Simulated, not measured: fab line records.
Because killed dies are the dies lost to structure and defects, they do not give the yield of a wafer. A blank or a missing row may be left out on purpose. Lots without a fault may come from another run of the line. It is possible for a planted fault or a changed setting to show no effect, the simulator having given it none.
The tool behind it: which one?	flow gf180mcu	14 lots (42 wafers sampled), 1 step of a 602-step route

== WHAT THE GAUGES SHOWED, per wafer ==
GF_V5_RS_MEAS_24: measures by four-point-probe.
lot	measured	on	V5_W_RS (ohm/sq)
L652	day 27 06:33	film_metro-03	0.327 0.330 0.329
L654	day 27 14:51	film_metro-02	0.329 0.331 0.319
L655	day 28 07:32	film_metro-04	0.334 0.320 0.328
L656	day 28 07:44	film_metro-02	0.326 0.329 0.330
L657	day 28 13:56	film_metro-04	0.316 0.332 0.315
L658	day 29 03:14	film_metro-04	0.330 0.333 0.315
L659	day 29 05:02	film_metro-03	0.331 0.331 0.335
L660	day 29 11:44	film_metro-04	0.318 0.321 0.333
L661	day 29 18:25	film_metro-03	0.333 0.331 0.338
L666	day 31 12:55	film_metro-02	0.333 0.322 0.335
L669	day 32 02:44	film_metro-02	0.328 0.330 0.329
L670	day 32 10:52	film_metro-04	0.329 0.331 0.331
L671	day 32 19:58	film_metro-04	0.332 0.332 0.333
L672	day 32 21:16	film_metro-04	0.330 0.320 0.333

== WHICH TOOL RAN EACH LOT (tool, then ch and the chambers of the sampled wafers, then the start) ==
Before these readings, the record contains no process step.

== AS READ BY THE TOOLS THEMSELVES (means over the sampled wafers that have a number; for cases with no such wafer, the mark the record gives instead) ==
The record holds no such reading with a usual standard deviation.

== THE ANSWER, worked out from the rows above alone ==
Rule: the usual values come from the lots themselves. The widest of any qualifying gaps counts: lots, ordered by their means at a reading, are off when they make up no more than a third of the lots, leave a main group of 4 or more, and stand apart from it by 3 or more times the standard deviation of that group's means. A main group whose means are all the same, to the digits that the tables above print for the reading, isn't used. Also off: a lot with no number at a reading for which 4 or more lots have one. Any other lot the step has rows for is counted as sound. The gauges are gone through in route order, then the tools' own readings, and for those a lot's mean is taken as printed above. The first step at which some lot is off is used, and at that step the reading that is off furthest; a lot without a number counts as furthest.
None of the lots is off at any reading shown; this tells nothing.

== WHAT THE SIMULATOR HAD INSERTED ==
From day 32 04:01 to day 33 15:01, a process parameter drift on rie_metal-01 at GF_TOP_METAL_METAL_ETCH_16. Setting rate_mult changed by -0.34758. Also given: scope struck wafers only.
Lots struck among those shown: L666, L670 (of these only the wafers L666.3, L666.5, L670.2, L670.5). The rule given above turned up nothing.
